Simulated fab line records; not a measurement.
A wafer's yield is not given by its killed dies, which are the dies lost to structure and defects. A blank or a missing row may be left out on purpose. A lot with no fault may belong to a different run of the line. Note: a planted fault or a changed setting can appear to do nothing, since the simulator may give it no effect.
fab line records	flow sky130
record lots=12	wafers=36	last-day=52
route steps=708 shown VT_ADJUST_LVTN@107 SONOS_ONO@171 RES_PROTECT@209 PAD_OPEN@708
lots that met no fault: taken from a fault-free run of the same line
start-h: the number of hours between the record's first day and the start of the first shown wafer of the lot	wait-h: hours elapsed since this lot's preceding step	" same as the row above	L1.1+2: one row covering several wafers at once	- no value present, or no start provided	* or withheld: withheld	< > ~ a bound
route shown NAME@n: NAME is a module with steps in the file, n the number in the route of the first one	usual: the fault-free wafers' mean and standard deviation	same: alike in all rows	chamber/n: place in a boat	sites: the reading at each site	_std_site: standard deviation across them	_edge_site: inner sites' mean taken away from outer sites' mean	radius-mm: for every site, how far away it sits from the centre of the wafer	mask NAME#n: copy n	behind: the most recent tool/chamber to have shaped the wafer	hold: reason for holding the lot/hours on hold/outcome of the hold	device: which transistor (n, p or np) failed to switch	end of line: the tests these same wafers got at the end of their route	a step given without rows: its recipe and nothing more	killed: dies lost to structure and defects at the first sort, not the wafer's yield	map: the dies of a wafer, with x for killed, . for not killed, _ for no die there
set.NAME: the setting that was run; set.NAME@STEP: the one run at that earlier step	model.NAME: the simulator's own value behind a step, which no gauge read
steps of the route over a sample of lots; a table a step, a row a wafer
services: when a tool's chamber went out of use (start-h, in hours from the record's first day, below 0 if earlier), for how many hours, and the reason
## steps
# step SKY_VT_ADJUST_LVTN_TW_MEAS_10
# usual VT_ADJUST_LVTN_TW=240.8/1.7
lot.wafer	tool	chamber	start-h	wait-h	VT_ADJUST_LVTN_TW
L220.4	film-metro-04	-	150.36	0.1	241.1
L220.5	"	-	"	"	238.1
L220.6	"	-	"	"	239.8
L221.3	film-metro-02	-	159.70	0.1	242.2
L221.4	"	-	"	"	241.9
L221.6	"	-	"	"	243.5
L222.4	film-metro-04	-	165.76	0.1	239.7
L222.5	"	-	"	"	239.2
L222.6	"	-	"	"	238.8
L223.1	film-metro-04	-	170.94	0.1	239.2
L223.3	"	-	"	"	242.2
L223.4	"	-	"	"	241.3
L227.1	film-metro-03	-	200.69	0.1	239.6
L227.5	"	-	"	"	236.6
L227.6	"	-	"	"	237.8
L231.4	film-metro-04	-	230.56	0.1	242.1
L231.5	"	-	"	"	242.1
L231.6	"	-	"	"	243.0
L233.1	film-metro-04	-	242.08	0.1	240.5
L233.4	"	-	"	"	240.1
L233.6	"	-	"	"	241.3
L235.1	film-metro-04	-	262.53	0.1	239.9
L235.2	"	-	"	"	240.8
L235.5	"	-	"	"	240.9
L236.2	film-metro-04	-	269.35	0.1	240.1
L236.4	"	-	"	"	243.1
L236.5	"	-	"	"	242.8
L239.2	film-metro-04	-	291.69	0.1	242.3
L239.3	"	-	"	"	241.5
L239.6	"	-	"	"	242.1
L240.2	film-metro-04	-	293.45	0.1	241.6
L240.3	"	-	"	"	241.0
L240.6	"	-	"	"	240.6
L241.1	film-metro-02	-	301.08	0.1	241.4
L241.3	"	-	"	"	241.5
L241.6	"	-	"	"	241.3
# step SKY_SONOS_ONO_THK_MEAS_03
# recipe reads=Si3N4_of_SONOS_ONO_CVD_02
# usual SONOS_ONO_CVD_02_THK=10.56/0.15
lot.wafer	tool	chamber	start-h	wait-h	SONOS_ONO_CVD_02_THK[nm]
L220.4	film-metro-02	-	278.61	0.0	10.78
L220.5	"	-	"	"	10.62
L220.6	"	-	"	"	10.68
L221.3	film-metro-03	-	292.79	0.0	10.64
L221.4	"	-	"	"	10.74
L221.6	"	-	"	"	10.77
L222.4	film-metro-03	-	296.88	0.1	10.55
L222.5	"	-	"	"	10.63
L222.6	"	-	"	"	10.74
L223.1	film-metro-02	-	302.21	0.0	10.57
L223.3	"	-	"	"	10.68
L223.4	"	-	"	"	10.60
L227.1	film-metro-02	-	332.36	0.0	10.37
L227.5	"	-	"	"	10.37
L227.6	"	-	"	"	10.26
L231.4	film-metro-03	-	367.85	0.0	10.62
L231.5	"	-	"	"	10.56
L231.6	"	-	"	"	10.75
L233.1	film-metro-01	-	381.96	0.0	10.43
L233.4	"	-	"	"	10.51
L233.6	"	-	"	"	10.41
L235.1	film-metro-01	-	405.11	0.0	10.47
L235.2	"	-	"	"	10.46
L235.5	"	-	"	"	10.46
L236.2	film-metro-03	-	417.10	0.0	10.49
L236.4	"	-	"	"	10.56
L236.5	"	-	"	"	10.44
L239.2	film-metro-01	-	439.72	0.0	10.44
L239.3	"	-	"	"	10.46
L239.6	"	-	"	"	10.36
L240.2	film-metro-03	-	443.14	0.0	10.57
L240.3	"	-	"	"	10.56
L240.6	"	-	"	"	10.74
L241.1	film-metro-01	-	454.99	0.0	10.54
L241.3	"	-	"	"	10.64
L241.6	"	-	"	"	10.56
# step SKY_SONOS_ONO_THK_MEAS_05
# recipe reads=SiO2_of_SONOS_ONO_CVD_04
# usual SONOS_ONO_CVD_04_THK=5.76/0.09
lot.wafer	tool	chamber	start-h	wait-h	SONOS_ONO_CVD_04_THK[nm]
L220.4	film-metro-01	-	279.92	0.0	5.77
L220.5	"	-	"	"	5.76
L220.6	"	-	"	"	5.68
L221.3	film-metro-01	-	294.10	0.0	5.76
L221.4	"	-	"	"	5.57
L221.6	"	-	"	"	5.64
L222.4	film-metro-01	-	298.19	0.0	5.73
L222.5	"	-	"	"	5.86
L222.6	"	-	"	"	5.86
L223.1	film-metro-01	-	303.52	0.0	5.87
L223.3	"	-	"	"	5.98
L223.4	"	-	"	"	5.88
L227.1	film-metro-02	-	333.67	0.0	5.79
L227.5	"	-	"	"	5.75
L227.6	"	-	"	"	5.87
L231.4	film-metro-03	-	369.16	0.0	5.79
L231.5	"	-	"	"	5.60
L231.6	"	-	"	"	5.77
L233.1	film-metro-03	-	383.27	0.0	5.68
L233.4	"	-	"	"	5.69
L233.6	"	-	"	"	5.68
L235.1	film-metro-01	-	407.04	0.0	5.64
L235.2	"	-	"	"	5.66
L235.5	"	-	"	"	5.54
L236.2	film-metro-01	-	418.41	0.0	5.79
L236.4	"	-	"	"	5.83
L236.5	"	-	"	"	5.78
L239.2	film-metro-02	-	441.03	0.0	5.88
L239.3	"	-	"	"	5.87
L239.6	"	-	"	"	5.89
L240.2	film-metro-02	-	444.45	0.0	5.68
L240.3	"	-	"	"	5.69
L240.6	"	-	"	"	5.65
L241.1	film-metro-01	-	456.30	0.0	5.72
L241.3	"	-	"	"	5.67
L241.6	"	-	"	"	5.70
# step SKY_RES_PROTECT_SOFTBAKE_03
# recipe temp-c=90	time-s=60	resist=NOVOLAK
# usual chill-plate-temp-C=23.02/0.11	heater-power-total-W=56.59/0.045	run-length-s=89.27/0.22
lot.wafer	tool	chamber	start-h	wait-h	chill-plate-temp-C	heater-power-total-W	run-length-s
L220.4	litho-track-02	0	350.47	0.1	22.88	56.66	89.52
L220.5	"	0	"	"	22.83	56.54	89.45
L220.6	"	0	"	"	22.89	56.59	89.43
L221.3	litho-track-03	0	366.79	0.1	23.07	56.63	89.03
L221.4	"	0	"	"	23.07	56.62	89.34
L221.6	"	0	"	"	23.11	56.62	89.22
L222.4	litho-track-03	0	374.47	0.1	23.03	56.47	89.00
L222.5	"	0	"	"	22.93	56.58	89.14
L222.6	"	0	"	"	22.90	56.52	89.28
L223.1	litho-track-04	0	379.24	0.1	22.85	56.58	89.08
L223.3	"	0	"	"	22.95	56.59	88.96
L223.4	"	0	"	"	22.90	56.54	89.13
L227.1	litho-track-02	0	414.79	0.1	22.98	56.68	89.38
L227.5	"	0	"	"	22.96	56.59	89.50
L227.6	"	0	"	"	22.94	56.60	89.46
L231.4	litho-track-04	0	452.42	0.1	23.10	74.78	54.22
L231.5	"	0	"	"	23.21	56.54	89.07
L231.6	"	0	"	"	23.17	56.59	89.04
L233.1	litho-track-04	0	467.49	0.1	22.97	56.54	89.14
L233.4	"	0	"	"	22.95	74.79	54.16
L233.6	"	0	"	"	22.96	56.58	89.12
L235.1	litho-track-02	0	496.54	0.1	22.93	56.53	89.62
L235.2	"	0	"	"	23.09	56.65	89.46
L235.5	"	0	"	"	23.05	56.63	89.47
L236.2	litho-track-03	0	509.07	0.1	22.72	56.65	89.20
L236.4	"	0	"	"	22.79	56.50	89.15
L236.5	"	0	"	"	22.89	56.60	89.25
L239.2	litho-track-04	0	528.62	0.1	23.03	56.64	89.07
L239.3	"	0	"	"	23.02	56.62	89.22
L239.6	"	0	"	"	22.97	56.59	89.05
L240.2	litho-track-04	0	532.62	0.1	22.97	56.62	89.05
L240.3	"	0	"	"	22.91	56.55	89.25
L240.6	"	0	"	"	22.91	56.68	89.19
L241.1	litho-track-04	0	544.24	0.1	23.01	56.65	89.06
L241.3	"	0	"	"	22.97	56.57	89.17
L241.6	"	0	"	"	22.88	56.70	89.23
# step SKY_RES_PROTECT_STRIP_07
# recipe chemistry=O2/N2	power-w=1400	pressure-mtorr=1500	platen-temp-c=withheld	o2-flow-sccm=3000	n2-flow-sccm=300	overash-fraction=0.5
# usual drypump-motor-current-A=5.8/0.51	o2-flow-sccm=3001/8.7	oes-product-au=0.519/0.0047	strip-time-to-endpoint-s=23.23/0.049
lot.wafer	tool	chamber	start-h	wait-h	drypump-motor-current-A	o2-flow-sccm	oes-product-au	rf-hours-counter-h	strip-time-to-endpoint-s
L220.4	plasma-asher-01	1	365.23	0.1	6.0	3001	0.518	-	23.24
L220.5	"	1	"	"	6.0	2992	0.519	-	23.24
L220.6	"	0	"	"	5.8	2998	0.513	-	23.15
L221.3	plasma-asher-03	0	381.78	0.1	5.0	3010	0.521	-	23.34
L221.4	"	1	"	"	6.7	2994	0.521	-	23.30
L221.6	"	0	"	"	5.0	3001	0.509	-	23.29
L222.4	plasma-asher-01	1	389.53	0.1	6.0	2991	0.514	-	23.35
L222.5	"	1	"	"	6.0	3004	0.516	-	23.33
L222.6	"	0	"	"	5.8	3008	0.520	-	23.35
L223.1	plasma-asher-03	0	394.54	0.1	5.0	3005	0.526	68	23.27
L223.3	"	1	"	"	6.6	3005	0.524	-	23.22
L223.4	"	0	"	"	5.0	3011	0.520	-	23.20
L227.1	plasma-asher-02	0	430.09	0.1	5.5	3006	0.520	65	23.25
L227.5	"	1	"	"	6.0	2995	0.527	-	23.27
L227.6	"	0	"	"	5.6	3008	0.514	-	23.18
L231.4	plasma-asher-01	1	469.38	0.1	6.0	3002	0.524	-	23.45
L231.5	"	0	"	"	5.8	3021	0.513	-	23.20
L231.6	"	1	"	"	6.0	3000	0.514	-	23.22
L233.1	plasma-asher-01	1	484.29	0.1	6.0	2998	0.511	63	23.17
L233.4	"	0	"	"	5.8	2988	0.512	-	23.45
L233.6	"	1	"	"	6.0	2996	0.511	-	23.12
L235.1	plasma-asher-03	0	513.44	0.1	5.0	3014	0.526	8	23.21
L235.2	"	1	"	"	6.7	3000	0.525	8	23.15
L235.5	"	0	"	"	5.0	2997	0.525	-	23.16
L236.2	plasma-asher-02	1	525.10	0.1	6.0	2998	0.524	74	23.24
L236.4	"	0	"	"	5.5	3009	0.523	-	23.25
L236.5	"	0	"	"	5.5	3010	0.510	-	23.27
L239.2	plasma-asher-03	0	545.94	0.1	5.0	2997	0.516	11	23.21
L239.3	"	0	"	"	5.0	2996	0.517	-	23.20
L239.6	"	1	"	"	6.7	3007	0.522	-	23.17
L240.2	plasma-asher-01	0	549.09	0.1	5.8	2984	0.522	69	23.28
L240.3	"	1	"	"	6.1	3020	0.525	-	23.27
L240.6	"	1	"	"	6.0	3018	0.519	-	23.27
L241.1	plasma-asher-03	0	560.09	0.1	5.0	2999	0.518	13	23.20
L241.3	"	0	"	"	5.0	3007	0.516	-	23.20
L241.6	"	1	"	"	6.6	2994	0.517	-	23.18
# step SKY_PAD_OPEN_PROBE_99
# usual killed_at_M0_to_M3=44/7.1	killed_at_M4_up=3.3/1.9	killed-at-contacts=24/5.3	killed-at-front-end=15/4.5	killed-at-other=0.3/0.55	killed-dies=86/9.5	killed-open=46/7.3	killed-short=39/6.4
# same gross-dies=492	killed-at-back-side=0
lot.wafer	tool	chamber	start-h	wait-h	killed_at_M0_to_M3	killed_at_M4_up	killed-at-contacts	killed-at-front-end	killed-at-other	killed-dies	killed-open	killed-short
L233.1	prober-01	-	1204.64	0.1	38	2	21	18	0	79	37	42
L233.4	prober-01	-	1204.79	0.2	33	4	21	23	1	82	42	40
L233.6	prober-01	-	1204.89	0.2	41	2	16	12	0	71	38	33
L239.2	prober-01	-	1235.47	0.1	34	3	26	16	0	79	43	36
L239.3	prober-01	-	1235.52	0.2	39	4	38	26	0	107	66	41
L239.6	prober-01	-	1235.67	0.2	36	2	21	24	1	84	58	26
# killed by level:class
L233.1 FIELD_ISO:geometric-particle:short=8 CONTACT:geometric-particle:open=8 VIA1:geometric-particle:open=8 METAL1:geometric-particle:short=6 VIA3:geometric-particle:open=6 LI_CONTACT:geometric-particle:open=4 CONTACT:geometric-particle:short=4 VIA1:geometric-particle:short=4
L233.4 VIA1:geometric-particle:open=13 FIELD_ISO:geometric-particle:open=6 CONTACT:geometric-particle:short=6 CONTACT:geometric-particle:open=6 VIA3:geometric-particle:open=6 FIELD_ISO:geometric-particle:short=5 LOCAL_INTERCONNECT:geometric-particle:short=5 POLY_GATE:geometric-particle:short=4
L233.6 VIA1:geometric-particle:open=10 FIELD_ISO:geometric-particle:open=6 LI_CONTACT:geometric-particle:open=6 METAL2:geometric-particle:short=6 VIA2:geometric-particle:open=5 CONTACT:geometric-particle:open=4 METAL1:geometric-particle:short=4 FIELD_ISO:geometric-particle:short=3
L239.2 CONTACT:geometric-particle:open=9 VIA2:geometric-particle:open=7 POLY_GATE:geometric-particle:open=7 METAL1:geometric-particle:short=6 LI_CONTACT:geometric-particle:open=6 CONTACT:geometric-particle:short=5 POLY_GATE:geometric-particle:short=4 VIA1:geometric-particle:open=4
L239.3 CONTACT:geometric-particle:open=14 VIA1:geometric-particle:open=13 LI_CONTACT:geometric-particle:open=9 VIA2:geometric-particle:open=8 CONTACT:geometric-particle:short=7 FIELD_ISO:geometric-particle:open=6 POLY_GATE:geometric-particle:short=6 VIA3:geometric-particle:open=6
L239.6 LI_CONTACT:geometric-particle:open=12 VIA2:geometric-particle:open=10 FIELD_ISO:geometric-particle:open=8 POLY_GATE:geometric-particle:open=8 CONTACT:geometric-particle:open=6 VIA1:geometric-particle:short=6 VIA1:geometric-particle:open=4 METAL2:geometric-particle:short=4
## services
tool	chamber	start-h	hours	kind
litho-track-03	-	360.90	-	consumable-replace:filter
plasma-asher-03	-	374.58	0.4	repair
plasma-asher-01	-	390.63	14.6	pm
plasma-asher-01	-	409.35	3.8	repair
plasma-asher-03	-	421.30	9.0	pm
plasma-asher-03	0	421.30	9.0	vent-cycle
plasma-asher-03	1	421.30	9.0	vent-cycle
plasma-asher-03	0	430.30	-	clean
plasma-asher-03	1	430.30	-	clean
plasma-asher-01	-	457.41	1.6	repair
litho-track-02	-	464.00	-	consumable-replace:filter
plasma-asher-01	-	498.07	8.0	pm
## key
first-sign step=SKY_RES_PROTECT_SOFTBAKE_03	reading=heater-power-total-W	direction=up	sigmas=99+	usual=*	struck=*
effect step=SKY_RES_PROTECT_SOFTBAKE_03	reading=run-length-s	direction=down	sigmas=99+	usual=*	struck=*
effect step=SKY_RES_PROTECT_STRIP_07	reading=strip-time-to-endpoint-s	direction=up	sigmas=4.4	usual=*	struck=*
met-at SKY_RES_PROTECT_SOFTBAKE_03
struck-lots L231,L233
struck-wafers L231.4,L233.4
tester-left-out L231,L233
not-acting-at SKY_VT_ADJUST_LVTN_TW_MEAS_10,SKY_SONOS_ONO_THK_MEAS_03,SKY_SONOS_ONO_THK_MEAS_05
onset-between 379.24 452.42
fault kind=process-parameter-drift	tool=litho-track-04	chamber=-	onset-h=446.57	steps=SKY_RES_PROTECT_SOFTBAKE_03	channel=time-s	offset=*	shape=step	end-h=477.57	scope=struck-wafers-only	acts-in=*	stated=*
# tester-left-out: of these lots the tester's yield and bins aren't shown, on N5 and GAA mostly nor the transistor test; their killed dies are dies lost to structure and defects alone, not to doping, threshold or leakage, so they don't give the yield
